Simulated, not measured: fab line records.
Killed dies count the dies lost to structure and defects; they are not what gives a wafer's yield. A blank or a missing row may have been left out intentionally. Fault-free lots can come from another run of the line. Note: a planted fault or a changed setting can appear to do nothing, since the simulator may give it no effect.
fab line records + flow gf180mcu
[record]
- lots = 10
- wafers = 30
- lastDay = 34
route steps=602 shown STI@30 PSD@256 V3@444
lots with no fault: from the same line, run without faults
startH: start of the lot's first displayed wafer, in hours after the record's first day + waitH: hours since the lot's step before + " unchanged from the row above + L1.1+2: a single row standing in for several wafers + - either no value or no given start + * or withheld: withheld + < > ~ a bound
route shown NAME@n: a module of which the file shows steps, and the number in the route of the first + usual: mean/standard deviation of fault-free wafers + same: alike in all rows + chamber/n: place in a boat + sites: each site's reading + _std_site: the values' standard deviation + _edge_site: outer sites' mean less inner sites' + radiusMm: how far each site lies from the wafer's centre + mask NAME#n: copy n + behind: the last tool/chamber to shape the wafer + hold: what put the lot on hold/how long, in hours/how the hold closed + device: whichever transistor did not switch (one of n, p or np) + end of line: tests run on the same wafers once the route is complete + a step given without rows: its recipe and nothing more + killed: dies lost to structure and defects at the first sort, not the wafer's yield + map: a wafer's dies, marking killed ones x, the rest . and places with no die _
set.NAME: the setting that was run; set.NAME@STEP: the one run at that earlier step + model.NAME: the simulator's own value behind a step, which no gauge read
one table for each step of the route and one row for each wafer, over a sample of lots
services: when a tool's chamber went out of use (startH, in hours from the record's first day, below 0 if earlier), for how many hours, and the reason
[[steps]]
[step GF_STI_OXIDATION_29]
[recipe]
- tempC = 900
- ambient = O2
- stabiliseS = 600
- purgeS = 300
- targetThkA = 100
- oxTimeS = 1418
[usual]
- oxTimeS = 1418/0
- spikeTcBottomC = 921.4/2.4
- spikeTcCentreC = 901.2/1.2
| lot.wafer | tool       | chamber | startH | waitH | oxTimeS | spikeTcBottomC | spikeTcCentreC |
|-----------|------------|---------|--------|-------|---------|----------------|----------------|
| L138.2    | furnace-02 | 0       | 35.21  | 4.7   | 1418    | 920.7          | 901.5          |
| L138.4    | "          | 0       | "      | "     | 1418    | 918.5          | 903.0          |
| L138.5    | "          | 0       | "      | "     | 1418    | 920.2          | 899.8          |
| L139.1    | furnace-02 | 0       | 40.48  | 1.7   | 1418    | 919.8          | 902.4          |
| L139.2    | "          | 0       | "      | "     | 1418    | 920.8          | 901.3          |
| L139.3    | "          | 0       | "      | "     | 1418    | 919.5          | 901.2          |
| L140.1    | furnace-02 | 0       | 40.48  | 1.5   | 1418    | 921.2          | 900.2          |
| L140.3    | "          | 0       | "      | "     | 1418    | 920.5          | 900.7          |
| L140.4    | "          | 0       | "      | "     | 1418    | 921.6          | 900.7          |
| L141.2    | furnace-02 | 0       | 45.10  | 0.0   | 1418    | 921.1          | 903.0          |
| L141.5    | "          | 0       | "      | "     | 1418    | 921.6          | 901.2          |
| L141.6    | "          | 0       | "      | "     | 1418    | 919.3          | 901.7          |
| L145.3    | furnace-01 | 0       | 64.04  | 0.0   | 1418    | 925.5          | 901.5          |
| L145.4    | "          | 0       | "      | "     | 1418    | 924.3          | 901.5          |
| L145.6    | "          | 0       | "      | "     | 1418    | 925.2          | 900.3          |
| L149.1    | furnace-02 | 0       | 85.71  | 0.0   | 907.52  | 918.6          | 901.2          |
| L149.2    | "          | 0       | "      | "     | 907.52  | 920.3          | 903.4          |
| L149.3    | "          | 0       | "      | "     | 907.52  | 918.5          | 902.2          |
| L150.2    | furnace-02 | 0       | 91.51  | 1.2   | 907.52  | 918.2          | 901.8          |
| L150.3    | "          | 0       | "      | "     | 907.52  | 921.5          | 900.6          |
| L150.6    | "          | 0       | "      | "     | 907.52  | 922.5          | 902.5          |
| L156.1    | furnace-01 | 0       | 124.32 | 0.3   | 1418    | 925.1          | 901.4          |
| L156.2    | "          | 0       | "      | "     | 1418    | 926.1          | 902.0          |
| L156.4    | "          | 0       | "      | "     | 1418    | 924.1          | 898.7          |
| L160.1    | furnace-01 | 0       | 146.51 | 0.8   | 1418    | 925.1          | 897.3          |
| L160.2    | "          | 0       | "      | "     | 1418    | 926.5          | 899.3          |
| L160.3    | "          | 0       | "      | "     | 1418    | 925.2          | 899.9          |
| L161.2    | furnace-01 | 0       | 147.91 | 0.5   | 1418    | 925.3          | 901.1          |
| L161.3    | "          | 0       | "      | "     | 1418    | 926.5          | 899.6          |
| L161.5    | "          | 0       | "      | "     | 1418    | 923.9          | 898.3          |
[step GF_STI_THK_MEAS_30]
[recipe]
- reads = SiO2_of_STI_OXIDATION_29
[usual]
- STI_OXIDATION_02_THK = 10.03/0.16
| lot.wafer | tool         | chamber | startH | waitH | hold                    | STI_OXIDATION_02_THK[nm] |
|-----------|--------------|---------|--------|-------|-------------------------|--------------------------|
| L138.2    | filmMetro-04 | -       | 36.62  | 0.0   | -                       | 9.90                     |
| L138.4    | "            | -       | "      | "     | -                       | 9.84                     |
| L138.5    | "            | -       | "      | "     | -                       | 9.84                     |
| L140.1    | filmMetro-01 | -       | 41.88  | 0.0   | -                       | 10.46                    |
| L140.3    | "            | -       | "      | "     | -                       | 10.18                    |
| L140.4    | "            | -       | "      | "     | -                       | 10.28                    |
| L139.1    | filmMetro-03 | -       | 41.89  | 0.0   | -                       | 10.25                    |
| L139.2    | "            | -       | "      | "     | -                       | 10.20                    |
| L139.3    | "            | -       | "      | "     | -                       | 10.28                    |
| L141.2    | filmMetro-03 | -       | 46.50  | 0.0   | -                       | 10.14                    |
| L141.5    | "            | -       | "      | "     | -                       | 10.25                    |
| L141.6    | "            | -       | "      | "     | -                       | 10.23                    |
| L145.3    | filmMetro-01 | -       | 65.45  | 0.0   | -                       | 10.08                    |
| L145.4    | "            | -       | "      | "     | -                       | 9.82                     |
| L145.6    | "            | -       | "      | "     | -                       | 9.82                     |
| L149.1    | filmMetro-01 | -       | 87.11  | 0.0   | awaitDispo/0.2h/release | 7.40                     |
| L149.2    | "            | -       | "      | "     | awaitDispo/0.2h/release | 7.40                     |
| L149.3    | "            | -       | "      | "     | awaitDispo/0.2h/release | 7.12                     |
| L149.1    | filmMetro-01 | -       | 87.33  | 0.2   | -                       | 7.37                     |
| L149.2    | "            | -       | "      | "     | -                       | 7.39                     |
| L149.3    | "            | -       | "      | "     | -                       | 7.12                     |
| L150.2    | filmMetro-04 | -       | 92.92  | 0.0   | awaitDispo/0.2h/release | 7.37                     |
| L150.3    | "            | -       | "      | "     | awaitDispo/0.2h/release | 7.34                     |
| L150.6    | "            | -       | "      | "     | awaitDispo/0.2h/release | 7.29                     |
| L150.2    | filmMetro-04 | -       | 93.14  | 0.2   | -                       | 7.30                     |
| L150.3    | "            | -       | "      | "     | -                       | 7.29                     |
| L150.6    | "            | -       | "      | "     | -                       | 7.29                     |
| L156.1    | filmMetro-03 | -       | 125.72 | 0.0   | -                       | 10.05                    |
| L156.2    | "            | -       | "      | "     | -                       | 9.98                     |
| L156.4    | "            | -       | "      | "     | -                       | 9.96                     |
| L160.1    | filmMetro-04 | -       | 147.91 | 0.0   | -                       | 10.07                    |
| L160.2    | "            | -       | "      | "     | -                       | 10.11                    |
| L160.3    | "            | -       | "      | "     | -                       | 10.26                    |
| L161.2    | filmMetro-04 | -       | 149.31 | 0.0   | -                       | 10.10                    |
| L161.3    | "            | -       | "      | "     | -                       | 10.01                    |
| L161.5    | "            | -       | "      | "     | -                       | 10.10                    |
[step GF_PSD_OVL_MEAS_08]
[usual]
- PSD_OVL = 0.6/1.2
| lot.wafer | tool       | chamber | startH | waitH | PSD_OVL[nm] |
|-----------|------------|---------|--------|-------|-------------|
| L138.2    | overlay-01 | -       | 324.29 | 0.1   | 0.8         |
| L138.4    | "          | -       | "      | "     | 1.5         |
| L138.5    | "          | -       | "      | "     | -0.7        |
| L140.1    | overlay-02 | -       | 331.73 | 0.1   | -2.1        |
| L140.3    | "          | -       | "      | "     | -1.1        |
| L140.4    | "          | -       | "      | "     | -1.9        |
| L139.1    | overlay-01 | -       | 336.19 | 0.1   | -0.7        |
| L139.2    | "          | -       | "      | "     | 1.3         |
| L139.3    | "          | -       | "      | "     | -0.4        |
| L141.2    | overlay-01 | -       | 340.29 | 0.1   | 0.7         |
| L141.5    | "          | -       | "      | "     | 0.0         |
| L141.6    | "          | -       | "      | "     | 2.6         |
| L145.3    | overlay-01 | -       | 373.75 | 0.1   | 0.9         |
| L145.4    | "          | -       | "      | "     | -0.8        |
| L145.6    | "          | -       | "      | "     | -0.5        |
| L149.1    | overlay-02 | -       | 409.33 | 0.1   | -0.2        |
| L149.2    | "          | -       | "      | "     | -1.2        |
| L149.3    | "          | -       | "      | "     | 0.0         |
| L150.2    | overlay-02 | -       | 416.54 | 0.1   | 3.4         |
| L150.3    | "          | -       | "      | "     | -1.5        |
| L150.6    | "          | -       | "      | "     | 1.5         |
| L156.1    | overlay-01 | -       | 473.64 | 0.1   | 0.8         |
| L156.2    | "          | -       | "      | "     | 0.3         |
| L156.4    | "          | -       | "      | "     | 0.2         |
| L160.1    | overlay-02 | -       | 509.53 | 0.1   | 3.7         |
| L160.2    | "          | -       | "      | "     | 0.0         |
| L160.3    | "          | -       | "      | "     | 2.9         |
| L161.2    | overlay-02 | -       | 511.94 | 0.1   | 0.1         |
| L161.3    | "          | -       | "      | "     | 1.0         |
| L161.5    | "          | -       | "      | "     | 1.4         |
[step GF_V3_OVL_MEAS_15]
[usual]
- V3_OVL = -1/5.9
| lot.wafer | tool       | chamber | startH | waitH | V3_OVL[nm] |
|-----------|------------|---------|--------|-------|------------|
| L138.2    | overlay-02 | -       | 522.19 | 0.1   | -6         |
| L138.4    | "          | -       | "      | "     | -7         |
| L138.5    | "          | -       | "      | "     | -1         |
| L140.1    | overlay-02 | -       | 529.90 | 0.1   | -3         |
| L140.3    | "          | -       | "      | "     | -2         |
| L140.4    | "          | -       | "      | "     | -6         |
| L139.1    | overlay-01 | -       | 532.83 | 0.1   | 0          |
| L139.2    | "          | -       | "      | "     | -5         |
| L139.3    | "          | -       | "      | "     | 2          |
| L141.2    | overlay-02 | -       | 537.54 | 0.1   | 10         |
| L141.5    | "          | -       | "      | "     | 0          |
| L141.6    | "          | -       | "      | "     | 4          |
| L145.3    | overlay-01 | -       | 569.65 | 0.1   | 2          |
| L145.4    | "          | -       | "      | "     | -2         |
| L145.6    | "          | -       | "      | "     | -1         |
| L149.1    | overlay-01 | -       | 604.63 | 0.1   | -5         |
| L149.2    | "          | -       | "      | "     | -5         |
| L149.3    | "          | -       | "      | "     | 0          |
| L150.2    | overlay-01 | -       | 610.64 | 0.1   | 4          |
| L150.3    | "          | -       | "      | "     | 0          |
| L150.6    | "          | -       | "      | "     | -6         |
| L156.1    | overlay-01 | -       | 658.78 | 0.1   | 7          |
| L156.2    | "          | -       | "      | "     | 5          |
| L156.4    | "          | -       | "      | "     | 4          |
| L160.1    | overlay-01 | -       | 689.10 | 0.1   | 7          |
| L160.2    | "          | -       | "      | "     | 0          |
| L160.3    | "          | -       | "      | "     | -2         |
| L161.2    | overlay-01 | -       | 690.03 | 0.1   | -9         |
| L161.3    | "          | -       | "      | "     | -4         |
| L161.5    | "          | -       | "      | "     | -2         |
[step GF_V3_SPUTTER_21]
[recipe]
- material = Ti
- targetThkNm = 15
- chamberPressurePa = 5
- powerW = 2500
- substrateTempC = 200
- timeS = 80.02
[usual]
- throttleValvePct = 29.6/0.9
| lot.wafer | tool          | chamber | startH | waitH | throttleValvePct |
|-----------|---------------|---------|--------|-------|------------------|
| L138.2    | pvdSputter-04 | -       | 522.88 | 0.0   | 30.5             |
| L138.4    | "             | -       | "      | "     | 28.3             |
| L138.5    | "             | -       | "      | "     | 30.9             |
| L140.1    | pvdSputter-04 | -       | 530.60 | 0.0   | 31.4             |
| L140.3    | "             | -       | "      | "     | 30.8             |
| L140.4    | "             | -       | "      | "     | 28.2             |
| L139.1    | pvdSputter-02 | -       | 533.53 | 0.0   | 29.6             |
| L139.2    | "             | -       | "      | "     | 30.7             |
| L139.3    | "             | -       | "      | "     | 29.6             |
| L141.2    | pvdSputter-04 | -       | 538.23 | 0.0   | 30.0             |
| L141.5    | "             | -       | "      | "     | 28.0             |
| L141.6    | "             | -       | "      | "     | 30.2             |
| L145.3    | pvdSputter-04 | -       | 570.36 | 0.0   | 30.3             |
| L145.4    | "             | -       | "      | "     | 30.3             |
| L145.6    | "             | -       | "      | "     | 30.2             |
| L149.1    | pvdSputter-02 | -       | 605.66 | 0.0   | 30.7             |
| L149.2    | "             | -       | "      | "     | 29.5             |
| L149.3    | "             | -       | "      | "     | 29.1             |
| L150.2    | pvdSputter-01 | -       | 611.33 | 0.0   | 29.2             |
| L150.3    | "             | -       | "      | "     | 29.7             |
| L150.6    | "             | -       | "      | "     | 29.8             |
| L156.1    | pvdSputter-02 | -       | 659.82 | 0.0   | 29.1             |
| L156.2    | "             | -       | "      | "     | 29.4             |
| L156.4    | "             | -       | "      | "     | 29.5             |
| L160.1    | pvdSputter-01 | -       | 689.82 | 0.0   | 28.3             |
| L160.2    | "             | -       | "      | "     | 29.5             |
| L160.3    | "             | -       | "      | "     | 29.0             |
| L161.2    | pvdSputter-01 | -       | 690.87 | 0.0   | 29.3             |
| L161.3    | "             | -       | "      | "     | 29.9             |
| L161.5    | "             | -       | "      | "     | 28.1             |
[[services]]
| tool          | chamber | startH | hours | kind   |
|---------------|---------|--------|-------|--------|
| furnace-02    | -       | 21.41  | 5.4   | pm     |
| furnace-01    | -       | 27.73  | 2.9   | pm     |
| furnace-01    | -       | 29.92  | 7.1   | repair |
| pvdSputter-02 | -       | 87.99  | 1.6   | repair |
| furnace-01    | -       | 90.53  | 10.7  | repair |
| pvdSputter-04 | -       | 109.97 | 7.8   | repair |
| furnace-01    | -       | 116.78 | 3.8   | pm     |
| furnace-02    | -       | 120.88 | 2.8   | pm     |
| pvdSputter-04 | -       | 152.49 | 5.0   | repair |
| pvdSputter-01 | -       | 170.68 | 2.0   | repair |
| pvdSputter-01 | -       | 284.56 | 1.9   | repair |
| furnace-01    | -       | 285.77 | 3.2   | pm     |
| furnace-02    | -       | 303.10 | 4.4   | pm     |
| furnace-01    | -       | 307.98 | 3.9   | pm     |
| pvdSputter-01 | -       | 360.03 | 8.8   | repair |
| furnace-02    | -       | 392.38 | 12.2  | repair |
| furnace-01    | -       | 453.25 | 3.3   | pm     |
| furnace-02    | -       | 456.56 | 3.5   | pm     |
| pvdSputter-04 | -       | 564.96 | 0.5   | repair |
| furnace-02    | -       | 585.67 | 2.8   | pm     |
| furnace-01    | -       | 588.50 | 4.0   | pm     |
| furnace-01    | -       | 621.54 | 4.3   | pm     |
| furnace-02    | -       | 626.83 | 3.5   | pm     |
| furnace-02    | -       | 654.39 | 6.5   | repair |
[[key]]
[firstSign]
- step = GF_STI_OXIDATION_29
- reading = oxTimeS
- direction = down
- sigmas = 99+
- usual = *
- struck = *
[effect]
- step = GF_STI_THK_MEAS_30
- reading = visit
- direction = added
[effect]
- step = GF_STI_THK_MEAS_30
- reading = STI_OXIDATION_02_THK
- direction = down
- sigmas = 17
- usual = 10.03
- struck = 7.32
metAt GF_STI_OXIDATION_29
struckLots L149,L150
testerLeftOut L149,L150
notActingAt GF_PSD_OVL_MEAS_08,GF_V3_OVL_MEAS_15,GF_V3_SPUTTER_21
onsetBetween 45.10 85.71
[fault]
- kind = processParameterDrift
- tool = furnace-02
- chamber = -
- onsetH = 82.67
- steps = GF_STI_OXIDATION_29
- channel = oxTimeS
- offset = *
- shape = step
- endH = 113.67
- actsIn = *
- stated = *
// testerLeftOut: of these lots the tester's yield and bins aren't shown, on N5 and GAA mostly nor the transistor test; their killed dies are dies lost to structure and defects alone, not to doping, threshold or leakage, so they don't give the yield
